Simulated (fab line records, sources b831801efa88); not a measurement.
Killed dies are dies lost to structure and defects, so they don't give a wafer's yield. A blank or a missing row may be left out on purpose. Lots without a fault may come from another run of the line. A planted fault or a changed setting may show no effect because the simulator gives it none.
One fault seen from 2 desks | flow gf180mcu | each desk has only its own numbers; what lay behind them comes last

THE METROLOGY DESK
What the gauges read, lot by lot, whatever tool the lot ran on: means of the sampled wafers that have a number. A lot is out of limits, marked OUT, if its mean lies more than 4 standard deviations from the usual mean; the brackets give that distance.
Columns: A = STI_OXIDATION_01_THK at GF_STI_THK_MEAS_22, usual 14.91 nm; B = NWELL_TW at GF_NWELL_TW_MEAS_11, usual 1577; C = NWELL_RS at GF_VT_IMPLANT_RS_MEAS_47, usual 487.7 ohm/sq; D = DUAL_GATE_OXIDATION_00_THK at GF_DUAL_GATE_THK_MEAS_03, usual 10.98 nm
lot  | first seen here | A     | B    | C               | D
L717 | day 2 04:32     | 14.31 | 1586 | 487.8           | 11.45
L718 | day 2 09:07     | 14.81 | 1587 | 486.7           | 10.79
L720 | day 2 19:13     | 14.82 | 1556 | 488.1           | 11.17
L721 | day 3 00:46     | 15.09 | 1580 | 486.9           | 11.08
L722 | day 3 06:36     | 14.85 | 1576 | 487.8           | 11.22
L723 | day 3 14:46     | 14.95 | 1561 | 486.1           | 10.84
L724 | day 3 14:46     | 14.52 | 1583 | 488.7           | 10.79
L726 | day 4 03:51     | 15.02 | 1577 | 488.6           | 10.64
L727 | day 4 10:09     | 15.16 | 1576 | 488.8           | 10.97
L728 | day 4 12:46     | 15.22 | 1574 | 488.5           | 10.82
L729 | day 4 17:05     | 14.92 | 1582 | 487.8           | 10.93
L734 | day 5 19:03     | 15.14 | 1544 | 517.6 (+25) OUT | 11.16
L738 | day 6 15:44     | 14.63 | 1534 | 519.1 (+26) OUT | 10.67
This desk's finding: out of limits on L734, L738; first on L734, day 12 12:20 (NWELL_RS at GF_VT_IMPLANT_RS_MEAS_47). In limits: L717, L718, L720, L721, L722, L723, L724, L726, L727, L728, L729.

THE TOOL OWNER'S DESK: implanter-01
The tool's own readings at GF_NWELL_IMPLANT_08: means of the sampled wafers that have a number, for each lot that ran on this tool. A lot is out of limits, marked OUT, if its mean lies more than 4 standard deviations from the usual mean; the brackets give that distance.
Columns: A = beam_on_s at GF_NWELL_IMPLANT_08, usual 10.00 s; B = faraday_current_uA at GF_NWELL_IMPLANT_08, usual 84.6
lot  | first seen here | A               | B
L721 | day 4 04:59     | 9.98            | 84.7
L728 | day 5 21:20     | 10.11           | 83.7
L729 | day 6 02:46     | 10.14           | 83.3
L734 | day 7 04:43     | 9.24            | 92.1
L738 | day 8 01:55     | 8.88 (-5.1) OUT | 95.6 (+5.8) OUT
This desk's finding: out of limits on L738; first on L738, day 8 01:55 (beam_on_s at GF_NWELL_IMPLANT_08). In limits: L721, L728, L729, L734.

PUT TOGETHER
The tool owner's desk could have raised an alarm at day 8 01:55, on L738.
The metrology desk could have raised an alarm at day 12 12:20, on L734, L738.
The tool owner's desk has L734 on record, within its limits.
Of the lots named, all ran GF_NWELL_IMPLANT_08 on implanter-01.

WHAT THE SIMULATOR HAD PUT IN
Process parameter drift: implanter-01, from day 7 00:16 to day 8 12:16, at GF_NWELL_IMPLANT_08. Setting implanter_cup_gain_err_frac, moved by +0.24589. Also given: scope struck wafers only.
Lots struck among those shown: L734, L738.
Hours from the fault's start to each desk's first reading out of limits: the tool owner's desk, 26; the metrology desk, 132.
